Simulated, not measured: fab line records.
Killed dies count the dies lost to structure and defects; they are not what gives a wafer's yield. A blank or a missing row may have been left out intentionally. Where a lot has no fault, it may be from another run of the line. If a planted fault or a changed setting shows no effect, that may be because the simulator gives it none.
The tool behind it: which one?    flow gf180mcu    39 wafers sampled from 13 lots at 1 step of a route of 602

## WHAT THE GAUGES READ, wafer by wafer
GF_M1_THK_MEAS_06: measures by xrf. Usual: M1_ALCU_THK 450 nm, standard deviation 6.
lot   measured      on             M1_ALCU_THK (nm)  flag
L388  day 16 11:28  film_metro-03  446 444 444       
L389  day 16 19:29  film_metro-04  460 457 461       
L390  day 17 08:54  film_metro-03  447 444 443       
L392  day 18 00:18  film_metro-03  442 446 447       
L393  day 18 07:00  film_metro-02  456 453 455       
L396  day 19 17:29  film_metro-03  450 451 450       
L397  day 19 22:23  film_metro-02  448 451 444       
L398  day 20 10:38  film_metro-03  439 433 440       
L402  day 21 13:41  film_metro-03  444 448 448       
L403  day 21 21:58  film_metro-03  456 453 446       
L406  day 23 03:14  film_metro-03  454 454 457       
L407  day 23 08:45  film_metro-02  465 462 469       
L409  day 23 20:41  film_metro-04  449 450 449       

## EACH LOT AND THE TOOL THAT RAN IT (in order: tool; ch and the chambers of the sampled wafers; start)
Before these readings, the record contains no process step.

## WHAT THE TOOLS THEMSELVES READ (means of the sampled wafers that have a number; where no wafer has one, the mark that the record gives instead)
The record holds no such reading with a usual standard deviation.

## THE ANSWER, worked out from the rows above alone
Rule: lot off if the mean of its wafers having a number is beyond 3 standard deviations from the usual mean. Also off: a lot with no number at a reading for which 4 or more lots have one. The other lots that the step has rows for count as sound. Order of review: gauges by route order, followed by the tools' own readings, for which a lot's mean as printed above is used. The first step at which some lot is off is used, and at that step the reading that is off furthest; a lot without a number counts as furthest.
No lot is off on any of the readings shown, so nothing can be concluded from this.

## WHAT THE SIMULATOR PUT IN
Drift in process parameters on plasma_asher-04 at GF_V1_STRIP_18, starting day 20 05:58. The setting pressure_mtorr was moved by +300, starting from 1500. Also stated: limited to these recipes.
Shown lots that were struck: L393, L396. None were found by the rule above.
